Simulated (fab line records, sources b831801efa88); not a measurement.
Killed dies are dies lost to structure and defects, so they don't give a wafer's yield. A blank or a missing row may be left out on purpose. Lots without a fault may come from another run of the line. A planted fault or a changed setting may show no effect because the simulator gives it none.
fab line records | flow sky130
record lots=12 wafers=36 last_day=50
route steps=708 shown SD_N@350 LI_CONTACT@362 PAD_OPEN@708
lots that met no fault: from a run of the same line without faults
start_h: hours from the record's first day to the start of the lot's first wafer shown | wait_h: hours since the lot's step before | " the same as in the row above | L1.1+2: a row that stands for several wafers | - no value, or no start given | * or withheld: withheld | < > ~ a bound
route shown NAME@n: a module of which the file shows steps, and the number in the route of the first | usual: mean/standard deviation of fault-free wafers | same: alike in all rows | chamber/n: place in a boat | sites: the reading at each site | _std_site: their standard deviation | _edge_site: outer sites' mean less inner sites' | radius_mm: how far each site lies from the wafer's centre | mask NAME#n: copy n | behind: the tool/chamber that last shaped the wafer | hold: why the lot was held/for how many hours/how that ended | device: the transistor (n, p or np) that didn't switch | end of line: the same wafers' tests at the end of the route | a step without rows: its recipe alone | killed: dies lost to structure and defects at the first sort, not the wafer's yield | map: a wafer's dies, x killed, . not, _ none there
set.NAME: the setting as run; set.NAME@STEP: as run at that earlier step | model.NAME: the simulator's own value behind a step, which no gauge read
steps of the route over a sample of lots; a table a step, a row a wafer
services: from which hour (start_h, from the record's first day; less than 0 if before it) a tool's chamber was out of use, for how many hours, and why
## steps
# step SKY_SD_N_OVL_MEAS_08
# usual SD_N_OVL=0.3/1.7
# columns lot.wafer tool chamber start_h wait_h SD_N_OVL[nm]
L531.1 overlay-02 - 657.66 0.1 1.4
L531.5 " - " " 0.5
L531.6 " - " " -0.6
L530.2 overlay-02 - 660.47 0.1 -2.8
L530.3 " - " " -0.6
L530.6 " - " " -1.6
L535.1 overlay-02 - 686.66 0.1 0.9
L535.2 " - " " -1.2
L535.3 " - " " 0.0
L537.1 overlay-01 - 720.40 0.1 0.8
L537.3 " - " " 2.1
L537.5 " - " " 0.5
L536.1 overlay-01 - 721.02 0.1 1.6
L536.3 " - " " 0.7
L536.6 " - " " 1.9
L541.1 overlay-02 - 744.37 0.1 1.5
L541.3 " - " " 2.7
L541.5 " - " " 2.5
L546.2 overlay-01 - 784.35 0.1 3.2
L546.4 " - " " 2.3
L546.6 " - " " 3.1
L548.3 overlay-02 - 793.48 0.1 0.1
L548.4 " - " " 0.4
L548.5 " - " " -0.2
L549.2 overlay-02 - 797.22 0.1 0.3
L549.4 " - " " 0.3
L549.6 " - " " -0.8
L550.1 overlay-01 - 806.20 0.1 -0.6
L550.4 " - " " -1.8
L550.5 " - " " -1.2
L551.2 overlay-02 - 815.45 0.1 -0.6
L551.3 " - " " -1.1
L551.6 " - " " -1.0
L553.1 overlay-01 - 822.05 0.1 -0.2
L553.4 " - " " -1.3
L553.6 " - " " -0.4
# step SKY_LI_CONTACT_HDPCVD_00
# recipe material=PSG target_thk_nm=930 sigma_open_frac=0.3 time_s=155 temp_c=600 sih4_flow_sccm=60 pressure_mtorr=6
# usual pressure_mtorr=6.001/0.01
# columns lot.wafer tool chamber start_h wait_h pressure_mtorr
L531.1 hdpcvd-02 1 658.92 0.2 5.992
L531.5 " 1 " " 6.000
L531.6 " 2 " " 5.995
L530.2 hdpcvd-02 1 661.56 0.0 6.012
L530.3 " 2 " " 5.993
L530.6 " 1 " " 6.001
L535.1 hdpcvd-01 0 687.76 0.0 5.987
L535.2 " 1 " " 5.994
L535.3 " 2 " " 6.005
L537.1 hdpcvd-02 1 721.49 0.0 6.003
L537.3 " 0 " " 5.984
L537.5 " 1 " " 6.006
L536.1 hdpcvd-01 1 722.12 0.0 5.998
L536.3 " 2 " " 6.023
L536.6 " 0 " " 6.012
L541.1 hdpcvd-01 1 745.47 0.0 6.007
L541.3 " 2 " " 5.993
L541.5 " 1 " " 5.988
L546.2 hdpcvd-02 1 785.44 0.0 6.022
L546.4 " 0 " " 6.000
L546.6 " 2 " " 6.008
L548.3 hdpcvd-02 0 794.56 0.0 5.996
L548.4 " 2 " " 6.004
L548.5 " 0 " " 6.016
L549.2 hdpcvd-02 0 798.31 0.0 5.985
L549.4 " 1 " " 5.995
L549.6 " 2 " " 5.995
L550.1 hdpcvd-01 2 807.30 0.0 5.986
L550.4 " 0 " " 6.004
L550.5 " 2 " " 6.004
L551.2 hdpcvd-02 0 816.54 0.0 5.995
L551.3 " 1 " " 5.982
L551.6 " 1 " " 5.993
L553.1 hdpcvd-01 1 823.14 0.0 5.981
L553.4 " 1 " " 6.006
L553.6 " 1 " " 5.993
# step SKY_LI_CONTACT_THK_MEAS_01
# recipe reads=PSG_of_LI_CONTACT_HDPCVD_00
# usual LI_CONTACT_HDPCVD_THK=925/10
# columns lot.wafer tool chamber start_h wait_h LI_CONTACT_HDPCVD_THK[nm]
L531.1 film_metro-02 - 659.02 0.1 928
L531.5 " - " " 939
L531.6 " - " " 939
L530.2 film_metro-01 - 661.67 0.1 926
L530.3 " - " " 928
L530.6 " - " " 920
L535.1 film_metro-02 - 687.86 0.1 931
L535.2 " - " " 933
L535.3 " - " " 937
L537.1 film_metro-04 - 721.60 0.1 919
L537.3 " - " " 912
L537.5 " - " " 925
L536.1 film_metro-04 - 722.22 0.1 923
L536.3 " - " " 1821
L536.6 " - " " 1812
L541.1 film_metro-01 - 745.57 0.1 923
L541.3 " - " " 1806
L541.5 " - " " 921
L546.2 film_metro-01 - 785.56 0.1 903
L546.4 " - " " 923
L546.6 " - " " 916
L548.3 film_metro-04 - 794.68 0.1 934
L548.4 " - " " 912
L548.5 " - " " 927
L549.2 film_metro-01 - 798.43 0.1 934
L549.4 " - " " 915
L549.6 " - " " 937
L550.1 film_metro-04 - 807.40 0.1 916
L550.4 " - " " 928
L550.5 " - " " 933
L551.2 film_metro-04 - 816.66 0.1 934
L551.3 " - " " 914
L551.6 " - " " 908
L553.1 film_metro-02 - 823.30 0.1 952
L553.4 " - " " 940
L553.6 " - " " 939
# step SKY_LI_CONTACT_CMP_02
# recipe material=PSG down_force_psi=4 platen_rpm=60 pad_velocity_m_s=0.94248
# usual motor_current_A=11.8/1.3 retaining_ring_pressure_frac=1.000/0.0048 time_to_endpoint_s=31/4
# columns lot.wafer tool chamber start_h wait_h motor_current_A retaining_ring_pressure_frac time_to_endpoint_s
L531.1 cmp-01 2 659.18 0.1 12.4 1.002 33
L531.6 " 0 " " 10.8 1.005 27
L531.5 " 1 " " 11.9 0.994 35
L530.2 cmp-01 3 661.82 0.1 13.9 1.001 30
L530.3 " 0 " " 10.3 1.004 24
L530.6 " 2 " " 12.9 1.002 31
L535.3 cmp-02 3 687.97 0.1 11.5 0.998 37
L535.2 " 0 " " 11.2 1.001 39
L535.1 " 1 " " 9.8 0.996 30
L537.3 cmp-01 2 721.66 0.0 12.3 1.003 30
L537.1 " 0 " " 10.6 1.002 25
L537.5 " 3 " " 14.2 0.996 29
L536.1 cmp-02 3 722.33 0.1 11.0 0.999 32
L536.3 " 1 " " 9.5 0.996 113
L536.6 " 3 " " 11.3 1.006 124
L541.1 cmp-01 0 745.98 0.4 10.3 1.007 24
L541.3 " 1 " " 11.9 0.996 113
L541.5 " 3 " " 14.2 1.001 23
L546.4 cmp-01 3 785.61 0.0 14.1 1.000 28
L546.2 " 1 " " 12.5 1.002 31
L546.6 " 0 " " 10.2 0.999 26
L548.3 cmp-01 2 794.77 0.1 12.5 1.005 30
L548.4 " 0 " " 11.1 0.999 24
L548.5 " 1 " " 12.5 0.996 35
L549.4 cmp-01 0 798.48 0.0 10.7 1.002 26
L549.2 " 2 " " 12.8 0.997 31
L549.6 " 1 " " 11.8 1.002 37
L550.1 cmp-02 2 807.83 0.4 12.2 0.989 25
L550.4 " 0 " " 11.4 1.001 38
L550.5 " 1 " " 9.6 1.007 30
L551.3 cmp-02 1 816.81 0.1 9.4 1.007 26
L551.2 " 2 " " 13.4 0.987 30
L551.6 " 0 " " 10.9 1.003 34
L553.1 cmp-01 0 823.36 0.1 10.7 1.006 29
L553.4 " 3 " " 14.1 0.999 31
L553.6 " 0 " " 11.2 0.995 27
# step SKY_LI_CONTACT_SPUTTER_19
# recipe material=Ti target_thk_nm=20 chamber_pressure_pa=5 power_w=2500 substrate_temp_c=200 time_s=106.37
# usual substrate_temp_c=200.02/0.16 throttle_valve_pct=30.0/1.3
# columns lot.wafer tool chamber start_h wait_h substrate_temp_c throttle_valve_pct
L531.1 pvd_sputter-02 - 687.71 0.0 200.18 30.5
L531.5 " - " " 199.89 29.2
L531.6 " - " " 200.27 31.0
L530.2 pvd_sputter-02 - 691.26 0.0 200.03 32.4
L530.3 " - " " 200.11 28.4
L530.6 " - " " 199.70 32.3
L535.1 pvd_sputter-03 - 716.92 0.0 199.95 28.7
L535.2 " - " " 200.18 29.2
L535.3 " - " " 200.01 30.5
L537.1 pvd_sputter-03 - 750.01 0.0 200.23 29.4
L537.3 " - " " 200.08 31.6
L537.5 " - " " 199.86 29.2
L536.1 pvd_sputter-03 - 750.71 0.0 199.84 29.4
L536.3 " - " " 200.10 31.8
L536.6 " - " " 200.09 29.7
L541.1 pvd_sputter-02 - 773.81 0.0 200.13 30.9
L541.3 " - " " 200.03 32.6
L541.5 " - " " 200.18 28.5
L546.2 pvd_sputter-01 - 813.38 0.0 200.13 30.2
L546.4 " - " " 199.78 28.3
L546.6 " - " " 199.96 27.9
L548.3 pvd_sputter-03 - 821.26 0.0 199.94 30.3
L548.4 " - " " 199.70 29.6
L548.5 " - " " 200.08 30.4
L549.2 pvd_sputter-02 - 825.60 0.0 200.14 28.9
L549.4 " - " " 199.87 32.1
L549.6 " - " " 200.24 29.1
L550.1 pvd_sputter-01 - 834.91 0.0 200.04 28.0
L550.4 " - " " 200.46 30.3
L550.5 " - " " 200.02 30.3
L551.2 pvd_sputter-02 - 844.33 0.0 199.93 32.2
L551.3 " - " " 200.01 30.7
L551.6 " - " " 200.16 28.9
L553.1 pvd_sputter-03 - 851.20 0.0 200.12 31.6
L553.4 " - " " 199.97 28.6
L553.6 " - " " 199.81 31.4
# step SKY_LI_CONTACT_CVD_21
# recipe material=W target_thk_nm=400 time_s=120.56 temp_c=400 pressure_torr=40
# usual heater_power_w=928/33
# columns lot.wafer tool chamber start_h wait_h heater_power_w
L531.1 cvd_w-01 0 687.84 0.0 923
L531.5 " 1 " " 895
L531.6 " 0 " " 897
L530.2 cvd_w-01 0 691.39 0.0 902
L530.3 " 1 " " 875
L530.6 " 1 " " 895
L535.1 cvd_w-01 1 717.06 0.0 884
L535.2 " 0 " " 923
L535.3 " 1 " " 908
L537.1 cvd_w-01 0 750.14 0.0 900
L537.3 " 0 " " 911
L537.5 " 1 " " 883
L536.1 cvd_w-01 0 750.84 0.0 907
L536.3 " 0 " " 926
L536.6 " 1 " " 890
L541.1 cvd_w-01 1 773.95 0.0 886
L541.3 " 0 " " 927
L541.5 " 1 " " 905
L546.2 cvd_w-02 1 813.52 0.0 955
L546.4 " 1 " " 979
L546.6 " 0 " " 970
L548.3 cvd_w-02 1 821.44 0.1 943
L548.4 " 0 " " 965
L548.5 " 0 " " 992
L549.2 cvd_w-02 1 825.74 0.0 942
L549.4 " 0 " " 981
L549.6 " 0 " " 987
L550.1 cvd_w-01 0 835.04 0.0 899
L550.4 " 0 " " 930
L550.5 " 0 " " 914
L551.2 cvd_w-02 1 844.47 0.0 954
L551.3 " 1 " " 948
L551.6 " 1 " " 952
L553.1 cvd_w-01 1 851.33 0.0 916
L553.4 " 0 " " 907
L553.6 " 0 " " 900
# step SKY_PAD_OPEN_PROBE_99
# usual killed_at_M0_to_M3=44/7.7 killed_at_M4_up=3.0/1.9 killed_at_contacts=25/5.6 killed_at_front_end=15/4.6 killed_at_other=0.3/0.47 killed_dies=86/9.9 killed_on_rim=17/3.6 killed_open=47/7.4 killed_short=39/5.9
# same gross_dies=492 killed_at_back_side=0
# columns lot.wafer tool chamber start_h wait_h killed_at_M0_to_M3 killed_at_M4_up killed_at_contacts killed_at_front_end killed_at_other killed_dies killed_on_rim killed_open killed_short
L548.3 prober-02 - 1179.82 0.2 41 1 24 18 0 84 14 54 30
L548.4 prober-02 - 1179.87 0.2 45 5 18 18 0 86 16 51 35
L548.5 prober-02 - 1179.92 0.2 49 4 32 11 0 96 18 53 43
L549.2 prober-01 - 1183.06 0.1 39 2 28 18 0 87 16 45 42
L549.4 prober-01 - 1183.16 0.2 28 2 29 18 0 77 12 42 35
L549.6 prober-01 - 1183.26 0.2 43 2 14 15 0 74 8 39 35
# killed by level:class
L548.3 VIA3:geometric_particle:open=11 CONTACT:geometric_particle:open=9 LI_CONTACT:geometric_particle:open=7 POLY_GATE:geometric_particle:open=5 VIA2:geometric_particle:open=5 CONTACT:geometric_particle:short=5 VIA1:geometric_particle:short=5 VIA1:geometric_particle:open=5
L548.4 FIELD_ISO:geometric_particle:open=9 VIA1:geometric_particle:open=9 CONTACT:geometric_particle:open=8 VIA2:geometric_particle:open=8 VIA3:geometric_particle:open=7 METAL1:geometric_particle:short=6 METAL2:geometric_particle:short=6 LOCAL_INTERCONNECT:geometric_particle:short=5
L548.5 VIA3:geometric_particle:open=10 CONTACT:geometric_particle:open=10 VIA2:geometric_particle:open=9 LI_CONTACT:geometric_particle:open=8 VIA1:geometric_particle:open=8 CONTACT:geometric_particle:short=6 METAL2:geometric_particle:short=6 METAL1:geometric_particle:short=5
L549.2 LI_CONTACT:geometric_particle:open=8 CONTACT:geometric_particle:open=7 VIA3:geometric_particle:open=6 VIA1:geometric_particle:open=6 LI_CONTACT:geometric_particle:short=5 METAL2:geometric_particle:short=5 FIELD_ISO:geometric_particle:short=4 POLY_GATE:geometric_particle:open=4
L549.4 LI_CONTACT:geometric_particle:open=13 CONTACT:geometric_particle:open=6 CONTACT:geometric_particle:short=6 FIELD_ISO:geometric_particle:short=5 METAL2:geometric_particle:short=5 VIA2:geometric_particle:open=5 VIA3:geometric_particle:open=5 POLY_GATE:geometric_particle:short=4
L549.6 VIA3:geometric_particle:open=9 METAL1:geometric_particle:short=8 LI_CONTACT:geometric_particle:open=7 VIA2:geometric_particle:open=7 FIELD_ISO:geometric_particle:short=5 CONTACT:geometric_particle:open=5 VIA1:geometric_particle:open=5 METAL2:geometric_particle:short=4
## services
# columns tool chamber start_h hours kind
cmp-01 - 643.97 1.7 repair
hdpcvd-01 - 650.75 15.0 pm
hdpcvd-01 0 650.75 15.0 vent_cycle
hdpcvd-01 1 650.75 15.0 vent_cycle
hdpcvd-01 2 650.75 15.0 vent_cycle
hdpcvd-01 0 665.75 - clean
hdpcvd-01 1 665.75 - clean
cmp-01 - 672.53 1.7 repair
pvd_sputter-01 - 689.59 3.4 repair
cmp-02 - 705.36 5.2 pm
cmp-02 - 722.75 2.5 repair
cmp-01 - 737.26 0.6 repair
hdpcvd-01 - 744.09 1.2 repair
cmp-02 - 744.16 4.0 pm
cmp-01 - 745.02 0.6 repair
cmp-01 - 747.70 4.2 repair
cmp-01 - 752.50 4.6 pm
cvd_w-01 1 761.75 6.0 repair
pvd_sputter-03 - 786.56 1.9 repair
pvd_sputter-03 - 797.75 1.2 repair
cmp-01 - 802.02 4.3 repair
cmp-02 - 819.59 3.8 repair
hdpcvd-01 2 821.22 9.7 repair
cmp-01 - 830.49 1.9 repair
## key
first_sign step=SKY_LI_CONTACT_THK_MEAS_01 reading=LI_CONTACT_HDPCVD_THK direction=up sigmas=89 usual=925 struck=1813
effect step=SKY_LI_CONTACT_CMP_02 reading=time_to_endpoint_s direction=up sigmas=22 usual=* struck=*
met_at SKY_LI_CONTACT_HDPCVD_00
struck_lots L536,L541
struck_wafers L536.3,L536.6,L541.3
tester_left_out L536,L541
not_acting_at SKY_SD_N_OVL_MEAS_08,SKY_LI_CONTACT_SPUTTER_19,SKY_LI_CONTACT_CVD_21
onset_between 687.76 722.12
fault kind=process_parameter_drift tool=hdpcvd-01 chamber=- onset_h=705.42 steps=SKY_LI_CONTACT_HDPCVD_00 channel=target_thk_nm offset=890.57 shape=step end_h=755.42 scope=struck_wafers_only acts_in=these_recipes_only stated=930
# tester_left_out: of these lots the tester's yield and bins aren't shown, on N5 and GAA mostly nor the transistor test; their killed dies are dies lost to structure and defects alone, not to doping, threshold or leakage, so they don't give the yield
